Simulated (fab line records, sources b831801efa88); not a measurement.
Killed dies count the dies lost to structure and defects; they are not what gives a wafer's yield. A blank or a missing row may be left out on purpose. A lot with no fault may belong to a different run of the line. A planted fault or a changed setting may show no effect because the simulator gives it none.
Which tool did it? + flow sky130 + 37 wafers from 13 lots sampled at 5 of the route's 708 steps

== WHAT THE GAUGES SHOWED, per wafer ==
SKY_SD_P_TW_MEAS_11. Usual: SD_P_TW typically reads 2813, with standard deviation 22.
| lot  | measured     | on           | SD_P_TW        | flag |
|------|--------------|--------------|----------------|------|
| L466 | day 25 13:58 | filmMetro-02 | 2789 2792 2815 |      |
| L467 | day 26 04:28 | filmMetro-02 | 2790 2787 2785 |      |
| L469 | day 26 23:12 | filmMetro-02 | 2802 2785 2795 |      |
| L474 | day 28 16:42 | filmMetro-02 | 2809 2806 2802 |      |
| L475 | day 29 02:49 | filmMetro-03 | 2791 2814      |      |
| L476 | day 29 09:32 | filmMetro-01 | 2845 2855      |      |
| L478 | day 29 19:19 | filmMetro-01 | 2847 2836 2835 |      |
| L477 | day 30 08:54 | filmMetro-02 | 2773 2788 2774 |      |
| L481 | day 32 04:52 | filmMetro-02 | 2809 2816 2802 |      |
| L485 | day 32 12:44 | filmMetro-02 | 2806 2798 2806 |      |
| L486 | day 32 19:30 | filmMetro-01 | 2822 2827 2826 |      |
| L487 | day 33 02:10 | filmMetro-02 | 2797 2801 2804 |      |
| L488 | day 33 12:33 | filmMetro-01 | 2839 2841 2828 |      |

SKY_SD_N_TW_MEAS_12. Usual: SD_N_TW typically reads 3962, with standard deviation 28.
| lot  | measured     | on           | SD_N_TW        | flag |
|------|--------------|--------------|----------------|------|
| L466 | day 28 01:13 | filmMetro-01 | 3977 3965 3979 |      |
| L467 | day 28 14:23 | filmMetro-03 | 3994 3978 3964 |      |
| L469 | day 29 08:59 | filmMetro-01 | 3986 3991 3963 |      |
| L474 | day 31 00:24 | filmMetro-03 | 3963 3963 3964 |      |
| L475 | day 31 09:41 | filmMetro-03 | 3939 3932      |      |
| L476 | day 31 17:40 | filmMetro-01 | 3994 3984      |      |
| L478 | day 32 03:04 | filmMetro-03 | 3960 3959 3971 |      |
| L477 | day 32 16:24 | filmMetro-02 | 3964 3970 3982 |      |
| L481 | day 34 09:14 | filmMetro-01 | 3987 3989 3984 |      |
| L485 | day 34 16:40 | filmMetro-01 | 3974 3982 3979 |      |
| L486 | day 35 00:24 | filmMetro-01 | 3977 3971 3963 |      |
| L487 | day 35 07:19 | filmMetro-02 | 3928 3960 3948 |      |
| L488 | day 35 17:05 | filmMetro-01 | 3987 3965 4000 |      |

SKY_SD_N_RS_MEAS_17: a four-point-probe measurement. Usual: SD_P_RS typically reads 147.3 ohm/sq, with standard deviation 0.43.
| lot  | measured     | on           | SD_P_RS (ohm/sq)  | flag |
|------|--------------|--------------|-------------------|------|
| L466 | day 28 01:37 | filmMetro-02 | 147.7 147.4 147.6 |      |
| L467 | day 28 14:48 | filmMetro-01 | 146.8 146.8 147.0 |      |
| L469 | day 29 09:23 | filmMetro-03 | 147.1 147.4 147.5 |      |
| L474 | day 31 00:52 | filmMetro-02 | 147.5 147.3 147.5 |      |
| L475 | day 31 10:07 | filmMetro-02 | 146.9 147.0       |      |
| L476 | day 31 18:08 | filmMetro-02 | 148.2 147.7       |      |
| L478 | day 32 03:28 | filmMetro-02 | 147.1 146.8 147.4 |      |
| L477 | day 32 16:49 | filmMetro-01 | 147.0 146.8 147.2 |      |
| L481 | day 34 09:41 | filmMetro-03 | 147.1 147.2 147.0 |      |
| L485 | day 34 17:05 | filmMetro-02 | 148.2 148.5 148.2 |      |
| L486 | day 35 00:49 | filmMetro-03 | 146.9 147.0 146.9 |      |
| L487 | day 35 07:43 | filmMetro-02 | 146.9 147.0 146.6 |      |
| L488 | day 35 17:31 | filmMetro-03 | 147.0 147.3 147.3 |      |

SKY_LI_CONTACT_THK_MEAS_01. Usual: LI_CONTACT_HDPCVD_THK typically reads 934 nm, with standard deviation 10.
| lot  | measured     | on           | LI_CONTACT_HDPCVD_THK (nm) | flag |
|------|--------------|--------------|----------------------------|------|
| L466 | day 28 01:58 | filmMetro-03 | 943 920 941                |      |
| L467 | day 28 15:08 | filmMetro-03 | 953 948 937                |      |
| L469 | day 29 09:45 | filmMetro-03 | 947 938 940                |      |
| L474 | day 31 01:13 | filmMetro-02 | 949 1224 951               | OFF  |
| L475 | day 31 10:28 | filmMetro-01 | 1207 950                   | OFF  |
| L476 | day 31 18:29 | filmMetro-02 | 1226 944                   | OFF  |
| L478 | day 32 03:50 | filmMetro-03 | 930 927 920                |      |
| L477 | day 32 17:10 | filmMetro-03 | 919 925 917                |      |
| L481 | day 34 10:01 | filmMetro-03 | 939 929 931                |      |
| L485 | day 34 17:25 | filmMetro-03 | 941 930 930                |      |
| L486 | day 35 01:10 | filmMetro-02 | 919 936 912                |      |
| L487 | day 35 08:04 | filmMetro-01 | 946 932 952                |      |
| L488 | day 35 17:51 | filmMetro-01 | 943 946 928                |      |

== WHICH TOOL RAN EACH LOT (tool, then ch and the chambers of the sampled wafers, then the start) ==
| lot  | SKY_LI_CONTACT_HDPCVD_00         |
|------|----------------------------------|
| L466 | hdpcvd-02 ch 0,2, day 28 01:52   |
| L467 | hdpcvd-02 ch 0,1, day 28 15:01   |
| L469 | hdpcvd-02 ch 0,1, day 29 09:39   |
| L474 | hdpcvd-01 ch 1,2, day 31 01:06   |
| L475 | hdpcvd-01 ch 1,2, day 31 10:20   |
| L476 | hdpcvd-01 ch 1, day 31 18:22     |
| L478 | hdpcvd-02 ch 1,2, day 32 03:43   |
| L477 | hdpcvd-02 ch 0,1,2, day 32 17:04 |
| L481 | hdpcvd-02 ch 0,1,2, day 34 09:56 |
| L485 | hdpcvd-02 ch 0,1, day 34 17:18   |
| L486 | hdpcvd-01 ch 1,2, day 35 01:04   |
| L487 | hdpcvd-01 ch 0,1, day 35 07:58   |
| L488 | hdpcvd-01 ch 0,1,2, day 35 17:44 |
- SKY_LI_CONTACT_HDPCVD_00: deposits PSG, target thk 930 nm, time 155 s.

== AS READ BY THE TOOLS THEMSELVES (means over the sampled wafers that have a number; for cases with no such wafer, the mark the record gives instead) ==
SKY_LI_CONTACT_HDPCVD_00. Usual: runLengthS at 182.8 s, with a standard deviation of 0.53.
| lot  | tool      | runLengthS (s) | flag |
|------|-----------|----------------|------|
| L466 | hdpcvd-02 | 183.0          |      |
| L467 | hdpcvd-02 | 182.6          |      |
| L469 | hdpcvd-02 | 183.0          |      |
| L474 | hdpcvd-01 | 199.8          | OFF  |
| L475 | hdpcvd-01 | 207.4          | OFF  |
| L476 | hdpcvd-01 | 207.6          | OFF  |
| L478 | hdpcvd-02 | 182.2          |      |
| L477 | hdpcvd-02 | 182.6          |      |
| L481 | hdpcvd-02 | 182.3          |      |
| L485 | hdpcvd-02 | 182.5          |      |
| L486 | hdpcvd-01 | 183.1          |      |
| L487 | hdpcvd-01 | 183.3          |      |
| L488 | hdpcvd-01 | 183.0          |      |

== THE ANSWER, worked out from the rows above alone ==
Rule: lot off if the mean of its wafers having a number is beyond 3 standard deviations from the usual mean. A lot without any number at a reading at which 4 lots or more have one is off too. Where the step has rows for the other lots, those lots are counted as sound. Order of review: gauges by route order, followed by the tools' own readings, for which a lot's mean as printed above is used. The first step at which some lot is off is used, and at that step the reading that is off furthest; a lot without a number counts as furthest.
Off: L474, L475, L476, at SKY_LI_CONTACT_THK_MEAS_01 (LI_CONTACT_HDPCVD_THK).
A tool fits if, at a process step before that reading, it ran every lot that is off, and no sound lot after the first of them. Not tried: the gauges at SKY_LI_CONTACT_THK_MEAS_01; whatever is off there is also off at SKY_LI_CONTACT_HDPCVD_00, on other tools, and gauge error can't account for it. None of those tried fits.

== WHAT THE SIMULATOR HAD INSERTED ==
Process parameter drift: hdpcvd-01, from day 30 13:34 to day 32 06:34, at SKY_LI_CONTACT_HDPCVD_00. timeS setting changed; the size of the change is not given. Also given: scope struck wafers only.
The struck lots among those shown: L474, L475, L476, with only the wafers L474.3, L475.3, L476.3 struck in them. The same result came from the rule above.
